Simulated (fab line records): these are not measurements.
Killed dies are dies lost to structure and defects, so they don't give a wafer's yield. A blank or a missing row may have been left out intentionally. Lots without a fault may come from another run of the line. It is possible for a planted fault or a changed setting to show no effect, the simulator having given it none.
Matching of chambers | flow gf180mcu | GF_V4_CMP_04 on cmp-01 has 4 sister chambers
The step polishes SiO2. 8 wafers are shown with their chamber, then 7 later ones without.

## WAFERS WITH THEIR CHAMBER
wafer  | chamber | motorCurrentA (A) | timeToEndpointS (s)
L283.5 | 1       | 12.9              | 88
L285.1 | 0       | 11.8              | 92
L287.2 | 1       | 12.6              | 84
L287.3 | 0       | 12.2              | 87
L291.3 | 2       | 11.1              | 81
L291.5 | 3       | 12.1              | 83
L300.2 | 2       | 11.4              | 77
L300.3 | 3       | 11.7              | 86

## WAFERS MISSING THEIR CHAMBER
wafer  | motorCurrentA (A) | timeToEndpointS (s)
L300.4 | 11.9              | 92
L302.2 | 12.1              | 87
L302.3 | 11.8              | 84
L302.5 | 12.3              | 94
L305.3 | 12.1              | 80
L305.5 | 12.7              | 95
L305.6 | 10.3              | 85

## WHICH CHAMBER EACH WENT THROUGH
wafer  | from the rows above               | in truth
L300.4 | can't be placed: 0 or 3           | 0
L302.2 | can't be placed: 0 or 3 or 1      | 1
L302.3 | can't be placed: 3 or 0           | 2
L302.5 | can't be placed: 0 or 1 or 3      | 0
L305.3 | can't be placed: 3 or 0 or 1 or 2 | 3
L305.5 | can't be placed: 1 or 0 or 3      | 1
L305.6 | 2                                 | 2
Placed correctly: 1 of 7. Cannot be placed on the basis of these rows: 6; the candidates contain the true chamber in 5. Wrongly placed: 0.
How it was worked out, from the rows above alone: a wafer's distance from a chamber is the root of the sum, over the readings, of the square of ((its reading less the chamber's mean) divided by the reading's scatter). If the next closest chamber is less than 2 further off than the closest, the wafer can't be placed; otherwise it belongs to the closest. A chamber's mean is the mean of its shown wafers. How the scatter is found: for the shown wafers, subtract from each reading the mean of its chamber, square and add these, divide the total by (wafers less chambers), then take the root.
